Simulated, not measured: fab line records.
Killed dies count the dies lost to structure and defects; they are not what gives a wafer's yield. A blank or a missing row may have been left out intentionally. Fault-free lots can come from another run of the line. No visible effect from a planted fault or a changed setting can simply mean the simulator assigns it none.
A single fault, viewed from 2 desks	flow sky130	numbers are kept per desk, each desk with only its own; the story behind them comes last

## THE METROLOGY DESK
Lot by lot, what the gauges showed, no matter which tool ran the lot: averages of those sampled wafers that carry a number. Marked OUT: a lot whose mean sits more than 4 standard deviations from the usual mean, which makes it out of limits; the brackets give that distance.
Columns: A = VT_ADJUST_NCORE_TW at SKY_VT_ADJUST_NCORE_TW_MEAS_11, usual 218.4; B = SONOS_ONO_OXIDATION_THK at SKY_SONOS_ONO_THK_MEAS_01, usual 2.61 nm
lot	first seen here	A	B
L482	day 8 15:58	219.9	2.54
L485	day 9 07:50	215.7	2.56
L487	day 10 00:45	219.9	2.65
L490	day 10 21:40	220.9	2.58
L491	day 11 05:59	216.9	2.62
L492	day 11 10:47	219.3	2.66
L493	day 11 20:14	219.2	2.68
L495	day 12 12:23	215.7	2.67
L496	day 12 14:29	231.6 (+7.4) OUT	2.62
L497	day 12 23:29	233.2 (+8.2) OUT	2.60
L498	day 13 03:07	217.2	2.58
L499	day 13 10:58	219.8	2.61
This desk's finding: out of limits on L496, L497; first on L496, day 12 14:29 (VT_ADJUST_NCORE_TW at SKY_VT_ADJUST_NCORE_TW_MEAS_11). Within limits: L482, L485, L487, L490, L491, L492, L493, L495, L498, L499.

## TOOL OWNER'S DESK, implanter-03
For each lot that ran on this tool, the mean over its sampled wafers that have a number, from the tool's own readings at SKY_VT_ADJUST_NCORE_IMPLANT_09. Marked OUT: a lot whose mean sits more than 4 standard deviations from the usual mean, which makes it out of limits; the brackets give that distance.
Columns: A = beam-on-s at SKY_VT_ADJUST_NCORE_IMPLANT_09, usual 10.01 s; B = faraday-current-uA at SKY_VT_ADJUST_NCORE_IMPLANT_09, usual 13.53
lot	first seen here	A	B
L485	day 9 07:36	9.97	13.58
L490	day 10 21:25	10.16	13.36
L493	day 11 20:00	10.01	13.56
L495	day 12 12:08	10.20	13.26
L496	day 12 14:14	12.53 (+13) OUT	10.83 (-10) OUT
L497	day 12 23:14	12.43 (+13) OUT	10.90 (-10) OUT
This desk finds L496, L497 out of limits, L496 being first, at day 12 14:14 (beam-on-s at SKY_VT_ADJUST_NCORE_IMPLANT_09). Within limits: L485, L490, L493, L495.

## PUT TOGETHER
The tool owner's desk had the chance to raise an alarm at day 12 14:14 on L496, L497.
The metrology desk could have raised an alarm at day 12 14:29, on L496, L497.
All the named lots went through SKY_VT_ADJUST_NCORE_IMPLANT_09 on implanter-03.

## WHAT WAS PUT IN BY THE SIMULATOR
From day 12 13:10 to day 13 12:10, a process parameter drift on implanter-03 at SKY_VT_ADJUST_NCORE_IMPLANT_09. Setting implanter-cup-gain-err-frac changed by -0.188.
Struck lots among those shown: L496, L497.
Fault start to first reading out of limits, in hours, per desk: tool owner, 1; metrology, 1.
